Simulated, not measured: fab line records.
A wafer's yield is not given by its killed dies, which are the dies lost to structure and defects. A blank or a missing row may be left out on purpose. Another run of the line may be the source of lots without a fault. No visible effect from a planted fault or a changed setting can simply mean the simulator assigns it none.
fab line records | flow sky130 | part 1 of 2: steps 1 to 32 of 33
record: lots: 7 wafers: 21 last_day: 49
route steps=708 shown LOCAL_INTERCONNECT@394 CONTACT@406 PAD_OPEN@708
lots that met no fault: taken from a fault-free run of the same line
start_h: hours from the record's opening day to when the first of the lot's shown wafers began | wait_h: how many hours have passed since the lot's step before this one | " identical to the entry in the row above | L1.1+2: one row covering several wafers at once | - no value, or no start given | * or withheld: withheld | < > ~ a bound
route shown NAME@n: names a module that has steps shown in the file, with the first one's number in the route | usual: the fault-free wafers' mean and standard deviation | same: alike in all rows | chamber/n: place in a boat | sites: the reading at each site | _std_site: their standard deviation | _edge_site: mean of outer sites minus mean of inner sites | radius_mm: how far each site lies from the wafer's centre | mask NAME#n: copy n | behind: the tool/chamber that last shaped the wafer | hold: why the lot was held/for how many hours/how that ended | device: which transistor (n, p or np) failed to switch | end of line: the same wafers' tests at the end of the route | a step with no rows: only its recipe | killed: at the first sort, the dies lost to defects and structure; wafer yield is something else | map: shows each die of a wafer: x if killed, . if not, _ if none is there
set.NAME: the run value of the setting; set.NAME@STEP: its run value at that earlier step | model.NAME: the simulator's own value behind a step, which no gauge read
lots at some steps of the route; a table a step, a row a wafer
services: from which hour (start_h, from the record's first day; less than 0 if before it) a tool's chamber was out of use, for how many hours, and why
== steps ==
step: SKY_LOCAL_INTERCONNECT_SOFTBAKE_07
recipe: temp_c: 100 time_s: 90 resist: KrF-thick
step: SKY_LOCAL_INTERCONNECT_EXPOSE_08
recipe: mask_id: LI1M na: 0.8 source_shape: annular sigma_inner: 0.55 sigma_outer: 0.85 target_cd_nm: 170 dose_mj: 28.18
step: SKY_LOCAL_INTERCONNECT_PEB_09
recipe: peb_temp_c: withheld peb_time_s: withheld resist: KrF-thick
step: SKY_LOCAL_INTERCONNECT_DEVELOP_10
recipe: develop_time_s: 60 resist: KrF-thick dev_temp_c: 21
step: SKY_LOCAL_INTERCONNECT_CD_MEAS_11
recipe: target_cd_nm: 170
usual: cd_nm: 170.0/1.4
columns lot.wafer tool chamber start_h wait_h cd_nm
L342.2 cd_sem-01 - 722.03 - 169.5
L342.4 " - " " 168.9
L342.6 " - " " 168.8
L347.1 cd_sem-02 - 760.82 - 168.0
L347.4 " - " " 169.2
L347.6 " - " " 168.1
L351.1 cd_sem-01 - 776.67 - 170.3
L351.2 " - " " 171.8
L351.5 " - " " 170.2
L352.3 cd_sem-01 - 788.17 - 167.5
L352.4 " - " " 168.7
L352.6 " - " " 168.8
L358.2 cd_sem-02 - 847.10 - 170.5
L358.4 " - " " 169.6
L358.5 " - " " 169.4
L360.1 cd_sem-01 - 847.42 - 171.7
L360.4 " - " " 169.8
L360.5 " - " " 170.1
L361.1 cd_sem-02 - 853.42 - 169.0
L361.3 " - " " 169.7
L361.5 " - " " 170.1
step: SKY_LOCAL_INTERCONNECT_OVL_MEAS_12
usual: LOCAL_INTERCONNECT_OVL: 4/6.7
columns lot.wafer tool chamber start_h wait_h LOCAL_INTERCONNECT_OVL[nm]
L342.2 overlay-02 - 722.14 0.1 -6
L342.4 " - " " 1
L342.6 " - " " 1
L347.1 overlay-02 - 760.94 0.1 5
L347.4 " - " " -2
L347.6 " - " " 1
L351.1 overlay-02 - 776.79 0.1 4
L351.2 " - " " 18
L351.5 " - " " 0
L352.3 overlay-02 - 788.26 0.1 -2
L352.4 " - " " -3
L352.6 " - " " -1
L358.2 overlay-01 - 847.20 0.1 1
L358.4 " - " " 5
L358.5 " - " " 13
L360.1 overlay-01 - 847.54 0.1 0
L360.4 " - " " 3
L360.5 " - " " 5
L361.1 overlay-02 - 853.54 0.1 5
L361.3 " - " " 5
L361.5 " - " " 0
step: SKY_LOCAL_INTERCONNECT_ETCH_13
recipe: chemistry: N2/H2 target: BARC ion_energy_ev: 200 bias_w: 100 pressure_mtorr: 30 n2_flow_sccm: 100 h2_flow_sccm: 200 icp_w: 500 stop_on: SiO2 time_s: 45.9 target_depth_a: 600
usual: drypump_motor_current_A: 5.5/0.61 oes_product_au: 0.856/0.0049 throttle_valve_pct: 13.226/0.0097
columns lot.wafer tool chamber start_h wait_h drypump_motor_current_A oes_product_au rf_hours_counter_h throttle_valve_pct
L342.2 rie_metal-03 1 722.17 0.0 5.9 0.860 10 13.216
L342.4 " 0 " " 6.5 0.854 - 13.209
L342.6 " 1 " " 5.9 0.858 - 13.226
L347.1 rie_metal-03 0 760.97 0.0 6.5 0.847 8 13.216
L347.4 " 0 " " 6.5 0.845 - 13.211
L347.6 " 0 " " 6.5 0.854 - 13.213
L351.1 rie_metal-03 0 776.82 0.0 6.5 0.853 8 13.226
L351.2 " 1 " " 5.9 0.850 11 13.227
L351.5 " 1 " " 5.9 0.853 - 13.233
L352.3 rie_metal-01 0 788.30 0.0 4.9 0.856 - 13.227
L352.4 " 1 " " 5.0 0.850 - 13.246
L352.6 " 0 " " 4.9 0.861 - 13.231
L358.2 rie_metal-03 1 847.23 0.0 5.9 0.850 14 13.220
L358.4 " 1 " " 5.9 0.856 - 13.232
L358.5 " 0 " " 6.5 0.851 - 13.242
L360.1 rie_metal-02 1 847.57 0.0 5.9 0.854 11 13.212
L360.4 " 0 " " 4.8 0.860 - 13.233
L360.5 " 1 " " 5.9 0.853 - 13.232
L361.1 rie_metal-02 1 853.58 0.0 6.0 0.862 11 13.229
L361.3 " 1 " " 5.9 0.857 - 13.207
L361.5 " 1 " " 5.9 0.861 - 13.240
step: SKY_LOCAL_INTERCONNECT_METAL_ETCH_14
recipe: target_depth_nm: 110 stop_on: PSG chemistry: Cl2/BCl3 target: TiN resist_sidewall_deg: 88 pressure_mtorr: 10 icp_w: 900 bias_w: 49.93 Cl2_flow_sccm: 60 bcl3_flow_sccm: 30 time_s: 31.4
step: SKY_LOCAL_INTERCONNECT_STRIP_15
recipe: chemistry: O2/N2 power_w: 1400 pressure_mtorr: 1500 platen_temp_c: withheld o2_flow_sccm: 3000 n2_flow_sccm: 300 overash_fraction: 0.5
usual: drypump_motor_current_A: 5.55/0.26 oes_product_au: 0.427/0.005 strip_time_to_endpoint_s: 4.719/0.019
columns lot.wafer tool chamber start_h wait_h drypump_motor_current_A oes_product_au rf_hours_counter_h strip_time_to_endpoint_s
L342.2 plasma_asher-03 0 722.29 0.0 5.62 0.430 27 4.728
L342.4 " 1 " " 5.74 0.427 - 4.727
L342.6 " 0 " " 5.60 0.428 - 4.694
L347.1 plasma_asher-02 1 761.09 0.0 5.87 0.425 60 4.719
L347.4 " 1 " " 5.87 0.424 - 4.724
L347.6 " 0 " " 5.60 0.415 - 4.706
L351.1 plasma_asher-01 1 776.94 0.0 5.13 0.421 102 4.713
L351.2 " 0 " " 5.72 0.419 102 4.687
L351.5 " 1 " " 5.11 0.426 - 4.687
L352.3 plasma_asher-01 0 788.43 0.1 5.72 0.422 - 4.725
L352.4 " 1 " " 5.12 0.419 - 4.735
L352.6 " 0 " " 5.73 0.421 - 4.727
L358.2 plasma_asher-01 0 847.35 0.0 5.70 0.425 109 4.737
L358.4 " 1 " " 5.13 0.433 - 4.734
L358.5 " 0 " " 5.71 0.426 - 4.722
L360.1 plasma_asher-03 0 847.69 0.0 5.63 0.435 40 4.700
L360.4 " 1 " " 5.75 0.429 - 4.693
L360.5 " 0 " " 5.61 0.426 - 4.706
L361.1 plasma_asher-01 0 853.80 0.1 5.73 0.433 110 4.733
L361.3 " 0 " " 5.72 0.427 - 4.727
L361.5 " 1 " " 5.11 0.425 - 4.722
step: SKY_LOCAL_INTERCONNECT_STRIP_16
recipe: chemistry: post_etch_residue_remover time_s: 1200 temp_c: 72.5
step: SKY_LOCAL_INTERCONNECT_CLEAN_17
recipe: chemistry: IPA time_s: 180 temp_c: 25
step: SKY_LOCAL_INTERCONNECT_CLEAN_18
recipe: chemistry: O3/DIW dry: n2_spin
step: SKY_CONTACT_CVD_00
recipe: material: Si3N4 target_thk_nm: 75 temp_c: 400 time_s: withheld rf_w: 450
usual: heater_power_outer_w: 418/57 heater_power_w: 703/92
columns lot.wafer tool chamber start_h wait_h heater_power_outer_w heater_power_w
L342.2 pecvd-03 2 722.94 0.0 483 804
L342.4 " 2 " " 471 787
L342.6 " 1 " " 386 648
L347.1 pecvd-03 0 761.83 0.0 404 730
L347.4 " 0 " " 416 721
L347.6 " 2 " " 467 777
L351.1 pecvd-03 2 777.53 0.0 513 867
L351.2 " 0 " " 380 681
L351.5 " 2 " " 513 851
L352.3 pecvd-03 1 788.99 0.0 413 672
L352.4 " 1 " " 414 672
L352.6 " 0 " " 321 612
L358.2 pecvd-01 0 847.99 0.0 493 832
L358.4 " 1 " " 458 808
L358.5 " 2 " " 489 771
L360.1 pecvd-04 2 848.30 0.0 395 657
L360.4 " 2 " " 389 635
L360.5 " 2 " " 402 651
L361.1 pecvd-04 1 854.40 0.0 457 750
L361.3 " 1 " " 466 778
L361.5 " 2 " " 352 562
step: SKY_CONTACT_THK_MEAS_01
recipe: reads: Si3N4_of_CONTACT_CVD_00
usual: CONTACT_CVD_00_THK: 75.1/0.81
columns lot.wafer tool chamber start_h wait_h CONTACT_CVD_00_THK[nm]
L342.2 film_metro-03 - 722.98 - 74.0
L342.4 " - " " 75.6
L342.6 " - " " 75.9
L347.1 film_metro-02 - 761.87 - 64.0
L347.4 " - " " 65.2
L347.6 " - " " 65.5
L351.1 film_metro-03 - 777.56 - 64.3
L351.2 " - " " 64.1
L351.5 " - " " 65.2
L352.3 film_metro-04 - 789.04 - 64.3
L352.4 " - " " 65.8
L352.6 " - " " 64.8
L358.2 film_metro-03 - 848.03 - 74.2
L358.4 " - " " 76.1
L358.5 " - " " 75.7
L360.1 film_metro-03 - 848.35 - 74.0
L360.4 " - " " 76.1
L360.5 " - " " 75.3
L361.1 film_metro-02 - 854.45 - 73.9
L361.3 " - " " 74.8
L361.5 " - " " 75.1
step: SKY_CONTACT_HDPCVD_02
recipe: material: SiO2 target_thk_nm: 565 sigma_open_frac: 0.3 time_s: 94.2 temp_c: 600 sih4_flow_sccm: 60 pressure_mtorr: 6
step: SKY_CONTACT_THK_MEAS_03
recipe: reads: SiO2_of_CONTACT_HDPCVD_02
usual: CONTACT_HDPCVD_THK: 564/5.9
columns lot.wafer tool chamber start_h wait_h CONTACT_HDPCVD_THK[nm]
L342.2 film_metro-02 - 723.11 0.0 572
L342.4 " - " " 563
L342.6 " - " " 564
L347.1 film_metro-03 - 762.00 0.0 567
L347.4 " - " " 572
L347.6 " - " " 568
L351.1 film_metro-03 - 778.38 0.0 566
L351.2 " - " " 560
L351.5 " - " " 561
L352.3 film_metro-04 - 789.17 0.1 565
L352.4 " - " " 567
L352.6 " - " " 570
L358.2 film_metro-04 - 848.16 0.0 571
L358.4 " - " " 572
L358.5 " - " " 567
L360.1 film_metro-04 - 848.48 0.0 559
L360.4 " - " " 572
L360.5 " - " " 568
L361.1 film_metro-04 - 854.57 0.0 564
L361.3 " - " " 565
L361.5 " - " " 556
step: SKY_CONTACT_CMP_04
recipe: material: SiO2 down_force_psi: 4 platen_rpm: 60 pad_velocity_m_s: 0.94248
step: SKY_CONTACT_BOW_MEAS_05
recipe: mode: bow
usual: CONTACT_BOW: 80/6.8
columns lot.wafer tool chamber start_h wait_h CONTACT_BOW[um]
L342.2 film_metro-02 - 723.48 0.2 87
L342.4 " - " " 72
L342.6 " - " " 69
L347.1 film_metro-02 - 762.36 0.2 86
L347.4 " - " " 86
L347.6 " - " " 69
L351.1 film_metro-03 - 778.74 0.2 77
L351.2 " - " " 81
L351.5 " - " " 94
L352.3 film_metro-02 - 789.55 0.1 86
L352.4 " - " " 79
L352.6 " - " " 69
L358.2 film_metro-03 - 848.53 0.1 78
L358.4 " - " " 62
L358.5 " - " " 76
L360.1 film_metro-03 - 848.84 0.1 84
L360.4 " - " " 77
L360.5 " - " " 82
L361.1 film_metro-04 - 854.93 0.2 79
L361.3 " - " " 87
L361.5 " - " " 80
step: SKY_CONTACT_DEHYDRATE_06
recipe: temp_c: 200 time_s: 60
step: SKY_CONTACT_HMDS_07
recipe: prime_time_s: 60 prime_temp_c: 120
step: SKY_CONTACT_COAT_08
recipe: resist: BARC temp_c: withheld time_s: withheld spin_rpm: 3000 resist_thk_nm: 60
step: SKY_CONTACT_COAT_09
recipe: resist: KrF-thick spin_rpm: 3000 resist_thk_nm: 450
step: SKY_CONTACT_SOFTBAKE_10
recipe: temp_c: 100 time_s: 90 resist: KrF-thick
step: SKY_CONTACT_EXPOSE_11
recipe: mask_id: CTM1 na: 0.8 source_shape: annular sigma_inner: 0.55 sigma_outer: 0.85 target_cd_nm: 170 dose_mj: 38
step: SKY_CONTACT_PEB_12
recipe: peb_temp_c: withheld peb_time_s: withheld resist: KrF-thick
step: SKY_CONTACT_DEVELOP_13
recipe: develop_time_s: 60 resist: KrF-thick dev_temp_c: 21
step: SKY_CONTACT_CD_MEAS_14
recipe: target_cd_nm: 170
usual: cd_nm: 170.0/1.3
columns lot.wafer tool chamber start_h wait_h cd_nm
L342.2 cd_sem-01 - 751.89 - 170.4
L342.4 " - " " 169.7
L342.6 " - " " 168.3
L347.1 cd_sem-01 - 788.68 - 170.6
L347.4 " - " " 171.0
L347.6 " - " " 171.0
L351.1 cd_sem-02 - 804.68 - 169.6
L351.2 " - " " 169.7
L351.5 " - " " 168.5
L352.3 cd_sem-01 - 816.16 - 168.4
L352.4 " - " " 168.0
L352.6 " - " " 170.2
L358.2 cd_sem-02 - 874.44 - 169.6
L358.4 " - " " 170.8
L358.5 " - " " 170.6
L360.1 cd_sem-01 - 875.37 - 170.2
L360.4 " - " " 170.9
L360.5 " - " " 172.1
L361.1 cd_sem-01 - 880.83 - 170.4
L361.3 " - " " 168.9
L361.5 " - " " 171.3
step: SKY_CONTACT_OVL_MEAS_15
usual: CONTACT_OVL: -2/5.2
columns lot.wafer tool chamber start_h wait_h CONTACT_OVL[nm]
L342.2 overlay-01 - 751.99 0.1 3
L342.4 " - " " 2
L342.6 " - " " 2
L347.1 overlay-01 - 788.80 0.1 -8
L347.4 " - " " -1
L347.6 " - " " -8
L351.1 overlay-02 - 804.80 0.1 1
L351.2 " - " " 2
L351.5 " - " " -1
L352.3 overlay-01 - 816.25 0.1 2
L352.4 " - " " -5
L352.6 " - " " -4
L358.2 overlay-01 - 874.55 0.1 5
L358.4 " - " " 2
L358.5 " - " " 7
L360.1 overlay-02 - 875.49 0.1 -5
L360.4 " - " " -6
L360.5 " - " " -2
L361.1 overlay-01 - 880.95 0.1 -9
L361.3 " - " " -10
L361.5 " - " " -12
step: SKY_CONTACT_ETCH_16
recipe: chemistry: N2/H2 target: BARC ion_energy_ev: 200 source_w: 500 bias_w: 100 pressure_mtorr: 30 n2_flow_sccm: 100 h2_flow_sccm: 200 stop_on: SiO2 time_s: 45.9 target_depth_a: 600
usual: drypump_motor_current_A: 5.9/0.32 oes_product_au: 0.854/0.0048 throttle_valve_pct: 13.224/0.0087
columns lot.wafer tool chamber start_h wait_h drypump_motor_current_A oes_product_au rf_hours_counter_h throttle_valve_pct
L342.2 rie_diel-01 0 752.02 0.0 6.2 0.852 12 13.239
L342.4 " 3 " " 5.2 0.860 11 13.225
L342.6 " 0 " " 6.2 0.848 - 13.239
L347.1 rie_diel-02 2 788.84 0.0 5.8 0.859 14 13.225
L347.4 " 2 " " 5.7 0.862 - 13.222
L347.6 " 0 " " 6.2 0.843 - 13.227
L351.1 rie_diel-02 2 804.84 0.0 5.8 0.850 15 13.229
L351.2 " 1 " " 5.7 0.852 5 13.202
L351.5 " 3 " " 5.5 0.855 - 13.230
L352.3 rie_diel-01 1 816.27 0.0 6.0 0.850 12 13.215
L352.4 " 2 " " 6.4 0.850 6 13.241
L352.6 " 2 " " 6.4 0.861 - 13.218
L358.2 rie_diel-01 2 874.58 0.0 6.4 0.853 8 13.214
L358.4 " 0 " " 6.2 0.856 16 13.227
L358.5 " 2 " " 6.4 0.854 - 13.241
L360.1 rie_diel-04 3 875.52 0.0 5.5 0.847 11 13.237
L360.4 " 0 " " 6.1 0.862 8 13.217
L360.5 " 1 " " 6.2 0.849 - 13.225
L361.1 rie_diel-02 0 880.99 0.0 6.2 0.855 17 13.205
L361.3 " 3 " " 5.5 0.855 3 13.222
L361.5 " 0 " " 6.2 0.854 - 13.232
step: SKY_CONTACT_ETCH_17
recipe: target: SiO2 chemistry: C4F8/O2/Ar stop_on: Si3N4 mask_material: KrF-thick source_w: 1500 bias_w: 1200 pressure_mtorr: 40 c4f8_flow_sccm: withheld O2_flow_sccm: 6 Ar_flow_sccm: 300 time_s: withheld target_depth_a: 3400
usual: oes_product_au: 0.892/0.0049
columns lot.wafer tool chamber start_h wait_h oes_product_au
L342.2 rie_diel-01 0 752.06 0.0 0.894
L342.4 " 3 " " 0.894
L342.6 " 0 " " 0.896
L347.1 rie_diel-02 2 788.88 0.0 0.895
L347.4 " 2 " " 0.890
L347.6 " 0 " " 0.900
L351.1 rie_diel-02 2 804.88 0.0 0.904
L351.2 " 1 " " 0.888
L351.5 " 3 " " 0.890
L352.3 rie_diel-01 1 816.32 0.0 0.893
L352.4 " 2 " " 0.889
L352.6 " 2 " " 0.897
L358.2 rie_diel-01 2 874.62 0.0 0.892
L358.4 " 0 " " 0.893
L358.5 " 2 " " 0.895
L360.1 rie_diel-04 3 875.56 0.0 0.891
L360.4 " 0 " " 0.891
L360.5 " 1 " " 0.887
L361.1 rie_diel-02 0 881.03 0.0 0.896
L361.3 " 3 " " 0.892
L361.5 " 0 " " 0.894
step: SKY_CONTACT_ETCH_18
recipe: target: Si3N4 chemistry: CHF3/O2 stop_on: TiN source_w: 600 bias_w: 200 pressure_mtorr: 40 chf3_flow_sccm: 50 O2_flow_sccm: 5 time_s: 39 target_depth_a: 750
usual: drypump_motor_current_A: 5.9/0.32 oes_product_au: 0.855/0.0069 throttle_valve_pct: 8.793/0.0089
columns lot.wafer tool chamber start_h wait_h drypump_motor_current_A oes_product_au rf_hours_counter_h throttle_valve_pct
L342.2 rie_diel-01 0 - - 6.2 0.849 12 8.805
L342.4 " 3 " " 5.2 0.860 11 8.778
L342.6 " 0 " " 6.2 0.857 - 8.769
L347.1 rie_diel-02 2 - - 5.7 0.775 14 8.780
L347.4 " 2 " " 5.7 0.796 - 8.769
L347.6 " 0 " " 6.2 0.795 - 8.780
L351.1 rie_diel-02 2 - - 5.7 0.783 15 8.772
L351.2 " 1 " " 5.7 0.785 5 8.780
L351.5 " 3 " " 5.5 0.787 - 8.772
L352.3 rie_diel-01 1 - - 5.9 0.786 12 8.764
L352.4 " 2 " " 6.5 0.791 6 8.781
L352.6 " 2 " " 6.4 0.790 - 8.786
L358.2 rie_diel-01 2 - - 6.4 0.860 8 8.802
L358.4 " 0 " " 6.2 0.858 16 8.784
L358.5 " 2 " " 6.5 0.862 - 8.796
L360.1 rie_diel-04 3 - - 5.4 0.847 11 8.815
L360.4 " 0 " " 6.1 0.863 8 8.791
L360.5 " 1 " " 6.2 0.860 - 8.807
L361.1 rie_diel-02 0 - - 6.2 0.847 17 8.793
L361.3 " 3 " " 5.5 0.841 3 8.786
L361.5 " 0 " " 6.2 0.853 - 8.786
step: SKY_CONTACT_STRIP_19
recipe: chemistry: O2/N2 power_w: 1400 pressure_mtorr: 1500 platen_temp_c: withheld o2_flow_sccm: 3000 n2_flow_sccm: 300 overash_fraction: 0.5
usual: drypump_motor_current_A: 5.7/0.33 oes_product_au: 0.380/0.0044 strip_time_to_endpoint_s: 3.604/0.024
columns lot.wafer tool chamber start_h wait_h drypump_motor_current_A oes_product_au rf_hours_counter_h strip_time_to_endpoint_s
L342.2 plasma_asher-01 0 752.15 - 5.7 0.390 100 3.611
L342.4 " 0 " " 5.7 0.377 - 3.595
L342.6 " 0 " " 5.7 0.383 - 3.633
L347.1 plasma_asher-01 0 788.97 - 5.7 0.383 103 3.579
L347.4 " 0 " " 5.7 0.384 - 3.594
L347.6 " 1 " " 5.1 0.381 - 3.577
L351.1 plasma_asher-04 1 804.97 - 6.2 0.380 6 3.598
L351.2 " 0 " " 5.9 0.369 6 3.580
L351.5 " 1 " " 6.2 0.381 - 3.622
L352.3 plasma_asher-01 0 816.44 - 5.7 0.382 - 3.573
L352.4 " 1 " " 5.1 0.381 - 3.596
L352.6 " 0 " " 5.7 0.378 - 3.598
L358.2 plasma_asher-01 1 874.71 - 5.1 0.380 112 3.629
L358.4 " 1 " " 5.1 0.378 - 3.630
L358.5 " 0 " " 5.7 0.386 - 3.623
L360.1 plasma_asher-04 0 875.65 - 5.8 0.380 13 3.621
L360.4 " 1 " " 6.1 0.382 - 3.663
L360.5 " 1 " " 6.2 0.381 - 3.660
L361.1 plasma_asher-04 0 881.12 - 5.8 0.384 14 3.606
L361.3 " 0 " " 5.8 0.385 - 3.626
L361.5 " 1 " " 6.1 0.370 - 3.615
== key ==
first_sign: step: SKY_CONTACT_THK_MEAS_01 reading: CONTACT_CVD_00_THK direction: down sigmas: 13 usual: 75.1 struck: 64.8
effect: step: SKY_CONTACT_ETCH_18 reading: oes_product_au direction: down sigmas: 9.9 usual: 0.855 struck: 0.788
met_at SKY_CONTACT_CVD_00
struck_wafers L347.1,L347.4,L347.6,L351.1,L351.2,L351.5,L352.3,L352.4,L352.6
tester_left_out L347,L351,L352
onset_between 722.94 761.83
fault: kind: site_profile_drift tool: pecvd-03 chamber: - onset_h: 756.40 steps: SKY_CONTACT_CVD_00 basis: fraction max_abs_drift: 0.30256 slope_share_per_hr: 67.235 site_pattern: 0,0,0,0,0,-1,-1,-1,-1
tester_left_out: of these lots the tester's yield and bins aren't shown, on N5 and GAA mostly nor the transistor test; their killed dies are dies lost to structure and defects alone, not to doping, threshold or leakage, so they don't give the yield
